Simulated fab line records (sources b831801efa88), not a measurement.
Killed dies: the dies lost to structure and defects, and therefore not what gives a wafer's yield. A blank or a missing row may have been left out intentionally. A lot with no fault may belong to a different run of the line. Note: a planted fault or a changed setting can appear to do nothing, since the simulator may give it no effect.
Struck lot and sound lot, side by side | flow gf180mcu | 15 steps out of a route of 602
Sound: the wafers L297.1, L297.2, L297.6. Struck: wafers L302.1, L302.6. (L302.3 of the same lot was not struck and is left out.) The cause comes at the end.
At each step with rows: each side's tool, then ch and its chambers, then its first start. Under that, the readings that differ: sound wafers | struck wafers | difference of the means | sigmas: that difference in standard deviations of wafers without a fault.
alike: readings whose means differ by less than 2 such deviations, and words and numbers that are the same on both sides. not compared: withheld readings, readings that some wafer has no value for, bounds like >300 that may hide the same value, and numbers for which the record gives no deviation and whose values overlap.
Wherever a step has rows on one side only, a row that says differs or no value, or a row with sigmas, the two part there. Numbers that don't overlap but have no deviation are shown without sigmas and don't part them. A reading that every wafer of one side lacks parts them only if that side has two wafers or more.

GF_M3_SPUTTER_04: material TiN, target thk 50 nm, time 41.7 s.
  struck on pvdSputter-01, day 24 07:19; sound on pvdSputter-02, day 22 14:17
  alike: throttleValvePct
GF_M3_RS_MEAS_05: measurement is done with a four-point probe.
  struck on filmMetro-02, day 24 07:21; sound on filmMetro-03, day 22 14:19
  alike: M3_ALCU_RS
GF_M3_THK_MEAS_06: measures by xrf.
  struck on filmMetro-02, day 24 07:28; sound on filmMetro-03, day 22 14:26
  alike: M3_ALCU_THK
then, 7 steps without rows for these wafers: GF_M3_DEHYDRATE_07 (time 60 s); GF_M3_HMDS_08 (prime time 60 s); GF_M3_COAT_09 (resist thk 1000 nm); GF_M3_SOFTBAKE_10 (time 60 s); GF_M3_EXPOSE_11 (exposes mask Metal3, target cd 280 nm); GF_M3_PEB_12 (peb time 90 s); GF_M3_DEVELOP_13 (develop time 60 s).
GF_M3_CD_MEAS_14: the cd target is 280 nm.
  struck on cdSem-01, day 25 05:23; sound on cdSem-02, day 23 12:13
  alike: cdNm
GF_M3_OVL_MEAS_15:
  struck on overlay-02, day 25 05:30; sound on overlay-02, day 23 12:20
  alike: M3_OVL
GF_M3_METAL_ETCH_16: etches the open film in Cl2/BCl3, stops on SiO2, target depth 750.8 nm, time 125.1 s.
  sound on rieMetal-01 ch 0,1, day 23 12:22; struck on rieMetal-03 ch 0, day 25 05:32
reading                            | sound             | struck      | difference | sigmas
model.KrF_of_M3_COAT_09.thkNm (nm) | 684.2 683.1 686.2 | 562.3 560.5 | -123.1     | 
  alike: drypumpMotorCurrentA, oesProductAu, throttleValvePct
  not compared: rfHoursCounterH
GF_M3_STRIP_17: strips in O2/N2.
  sound on plasmaAsher-04 ch 0,1, day 23 12:30; struck on plasmaAsher-04 ch 1, day 25 05:40
reading                  | sound             | struck      | difference | sigmas
oesProductAu (a.u.)      | 0.532 0.536 0.542 | 0.488 0.492 | -0.047     | -9
stripTimeToEndpointS (s) | 7.37 7.35 7.40    | 6.17 6.15   | -1.21      | -20
  alike: drypumpMotorCurrentA, heaterPowerW
  not compared: rfHoursCounterH
then, 1 step without rows for these wafers: GF_M3_STRIP_18 (strips in post etch residue remover, time 1200 s).

WHERE THEY PART
At GF_M3_STRIP_17 and nowhere else, as far as this record goes.

WHY: the cause the simulator had injected
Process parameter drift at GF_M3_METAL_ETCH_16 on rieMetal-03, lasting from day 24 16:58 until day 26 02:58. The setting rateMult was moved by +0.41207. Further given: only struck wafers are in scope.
